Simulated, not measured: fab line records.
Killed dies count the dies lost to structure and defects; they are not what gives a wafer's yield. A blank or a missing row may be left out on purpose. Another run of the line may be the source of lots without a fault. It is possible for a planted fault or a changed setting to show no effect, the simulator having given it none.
Commonality check across tools | flow sky130 | Sample size 9 lots and 27 wafers

== WHY IT WAS OPENED ==
2 of 9 lots carry a flag on the reading METAL5_ALCU_RS at SKY_METAL5_RS_MEAS_05. No-fault wafers: 0.0270 ohm/sq, standard deviation 0.00031.
Rule: a lot gets a flag if all its wafers with a number sit over 4 standard deviations from that mean, or if no wafer of it has a number. The rest of the lots are taken to be sound.

lot  | measured     | on            | METAL5_ALCU_RS (ohm/sq), wafer by wafer | flag
L610 | day 42 23:40 | film_metro-03 | 0.0272 0.0272 0.0271                    |
L612 | day 43 16:51 | film_metro-01 | 0.0273 0.0270 0.0271                    |
L615 | day 44 16:34 | film_metro-01 | 0.0270 0.0270 0.0270                    |
L621 | day 46 07:08 | film_metro-03 | 0.0251 0.0252 0.0253                    | FLAGGED
L622 | day 46 19:34 | film_metro-01 | 0.0257 0.0255 0.0256                    | FLAGGED
L623 | day 46 23:59 | film_metro-02 | 0.0273 0.0273 0.0275                    |
L626 | day 47 12:23 | film_metro-01 | 0.0269 0.0270 0.0270                    |
L628 | day 47 22:21 | film_metro-03 | 0.0268 0.0266 0.0269                    |
L630 | day 48 10:31 | film_metro-02 | 0.0275 0.0274 0.0274                    |
The numbers of the flagged lots are 0.0254 ohm/sq on average: -0.0016 ohm/sq against the usual, or -5 standard deviations.

== EACH LOT AND THE TOOL IT RAN ON ==
The record holds 2 process steps before the reading, out of a route of 708 steps. Each cell gives the tool, then ch followed by the chambers the sampled wafers passed through, then the start.
lot  | flag    | SKY_CAP2M_METAL_ETCH_13           | SKY_METAL5_SPUTTER_02
L610 |         | rie_metal-02 ch 0,1, day 40 20:51 | pvd_sputter-04, day 42 23:31
L612 |         | rie_metal-01 ch 0,1, day 41 15:08 | pvd_sputter-04, day 43 16:44
L615 |         | rie_metal-01 ch 0,1, day 42 15:22 | pvd_sputter-02, day 44 16:27
L621 | FLAGGED | rie_metal-01 ch 0,1, day 44 08:55 | pvd_sputter-04, day 46 06:59
L622 | FLAGGED | rie_metal-01 ch 0,1, day 44 20:55 | pvd_sputter-04, day 46 19:26
L623 |         | rie_metal-01 ch 0,1, day 45 02:02 | pvd_sputter-03, day 46 23:52
L626 |         | rie_metal-02 ch 0,1, day 45 15:22 | pvd_sputter-02, day 47 12:16
L628 |         | rie_metal-02 ch 0,1, day 46 01:55 | pvd_sputter-02, day 47 22:13
L630 |         | rie_metal-01 ch 0,1, day 46 14:45 | pvd_sputter-02, day 48 10:22
These steps, and what they do:
- SKY_CAP2M_METAL_ETCH_13: etches TiN in Cl2/BCl3, stops on SiO2, target depth 220 nm, time 62.9 s.
- SKY_METAL5_SPUTTER_02: material AlCu, target thk 1150 nm, time 61.2 s.
- SKY_METAL5_RS_MEAS_05: measures by four-point-probe.

== FLAGGED AGAINST TOTAL, ONE TOOL AT A TIME (gauges that did the reading follow at the end) ==
step                    | tool           | lots run | flagged | share of the flagged lots | sound lots run after its first flagged lot
SKY_CAP2M_METAL_ETCH_13 | rie_metal-01   | 6        | 2       | all                       | 2 (L623,L630)
SKY_CAP2M_METAL_ETCH_13 | rie_metal-02   | 3        | 0       | none                      | -
SKY_METAL5_SPUTTER_02   | pvd_sputter-02 | 4        | 0       | none                      | -
SKY_METAL5_SPUTTER_02   | pvd_sputter-03 | 1        | 0       | none                      | -
SKY_METAL5_SPUTTER_02   | pvd_sputter-04 | 4        | 2       | all                       | 0
SKY_METAL5_RS_MEAS_05   | film_metro-01  | 4        | 1       | some                      | 1 (L626)
SKY_METAL5_RS_MEAS_05   | film_metro-02  | 2        | 0       | none                      | -
SKY_METAL5_RS_MEAS_05   | film_metro-03  | 3        | 1       | some                      | 1 (L628)

== WHAT THE TABLE ALLOWS ==
Every flagged lot went through 2 rows of the table: rie_metal-01 at SKY_CAP2M_METAL_ETCH_13 and pvd_sputter-04 at SKY_METAL5_SPUTTER_02.
- rie_metal-01 at SKY_CAP2M_METAL_ETCH_13 ran 6 lots, 2 of them flagged. After the first flagged lot (L623, L630), sound lots still ran on it; a lasting fault on the whole tool would not permit that.
- pvd_sputter-04 at SKY_METAL5_SPUTTER_02 ran 4 lots, 2 of them flagged. Its last sound lot is L612 (day 43 16:44), its first flagged lot L621 (day 46 06:59): a fault that began between those two fits.
One tool is left: pvd_sputter-04 at SKY_METAL5_SPUTTER_02.

== WHAT THE SIMULATOR HAD INSERTED ==
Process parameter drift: pvd_sputter-04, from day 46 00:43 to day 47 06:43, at SKY_METAL5_SPUTTER_02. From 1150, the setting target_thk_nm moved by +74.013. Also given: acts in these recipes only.
Lots struck among those shown: L621, L622. The same result came from the rule above.
